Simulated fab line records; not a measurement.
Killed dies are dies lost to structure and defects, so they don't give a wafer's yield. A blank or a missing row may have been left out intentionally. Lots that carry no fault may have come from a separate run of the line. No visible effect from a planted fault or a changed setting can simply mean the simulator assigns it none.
Comparing a struck lot with a sound one / flow sky130 / 17 steps out of a route of 708
Sound: the wafers L654.1, L654.3, L654.6. Wafers struck: L651.3, L651.5, L651.6. The cause is named last.
At each step with rows: each side's tool, then ch and its chambers, then its first start. Under that, the readings that differ: sound wafers / struck wafers / difference of the means / sigmas: that difference in standard deviations of wafers without a fault.
alike: readings with means less than 2 such deviations apart, plus words and numbers identical on both sides. not compared: withheld readings, readings lacking a value on some wafer, bounds such as >300 that could conceal the same value, and numbers that have no deviation in the record and whose values overlap.
Wherever a step has rows on one side only, a row that says differs or no value, or a row with sigmas, the two part there. When numbers do not overlap yet have no deviation, they are printed without sigmas and do not part them. A reading that every wafer of one side lacks parts them only if that side has two wafers or more.

SKY_LDD_HVP_STRIP_09: strips in O2/N2.
  sound on plasma asher-04 ch 0,1, day 28 11:04; struck on plasma asher-02 ch 0,1, day 27 06:58
reading=oes product au (a.u.); sound=0.412 0.416 0.411; struck=0.407 0.401 0.398; difference=-0.011; sigmas=-2
  alike: drypump motor current A, strip time to endpoint s
  not compared: rf hours counter h
SKY_LDD_HVP_TW_MEAS_10:
  sound: film metro-04 at day 28 11:10; struck: film metro-03 at day 27 07:04
reading=LDD_HVP_TW; sound=458 462 460; struck=454 451 452; difference=-8; sigmas=-2
then, 7 steps without rows for these wafers: SKY_LDD_LDN_DEHYDRATE_00 (time 60 s); SKY_LDD_LDN_HMDS_01 (prime time 60 s); SKY_LDD_LDN_COAT_02 (resist thk 1140 nm); SKY_LDD_LDN_SOFTBAKE_03 (time 60 s); SKY_LDD_LDN_EXPOSE_04 (exposes mask LDNTM, target cd 700 nm); SKY_LDD_LDN_PEB_05; SKY_LDD_LDN_DEVELOP_06 (develop time 60 s).
SKY_LDD_LDN_OVL_MEAS_07:
  sound: overlay-02 at day 29 15:20; struck: overlay-02 at day 28 12:27
  alike: LDD_LDN_OVL
then, 2 steps without rows for these wafers: SKY_LDD_LDN_IMPLANT_08; SKY_LDD_LDN_IMPLANT_09.
SKY_LDD_LDN_IMPLANT_10:
  sound on implanter-02 ch 0, day 29 15:40; struck on implanter-01, day 28 12:49
  no value came back on the struck wafers for beam energy keV, beam on s (s); on the sound wafers beam energy keV reads 15.003 15.001 15.010
after that, 1 step had no rows for these wafers: SKY_LDD_LDN_IMPLANT_11.
SKY_LDD_LDN_STRIP_12: strips in O2/N2.
  sound on plasma asher-02 ch 0,1, day 29 15:58; struck on plasma asher-01 ch 0,1, day 28 13:06
  alike: drypump motor current A, oes product au, strip time to endpoint s
  not compared: rf hours counter h
SKY_LDD_LDN_TW_MEAS_13:
  sound: film metro-03 at day 29 16:04; struck: film metro-03 at day 28 13:11
reading=LDD_LDN_TW; sound=1469 1471 1476; struck=1336 1333 1329; difference=-139; sigmas=-14
then, 1 step without rows for these wafers: SKY_LDD_LDN_CLEAN_14 (cleans in SC1/SC2, time 150 s).

== WHERE THEY PART ==
Earliest at SKY_LDD_HVP_STRIP_09; latest, in this record, at SKY_LDD_LDN_TW_MEAS_13.

WHY: what the simulator had put in
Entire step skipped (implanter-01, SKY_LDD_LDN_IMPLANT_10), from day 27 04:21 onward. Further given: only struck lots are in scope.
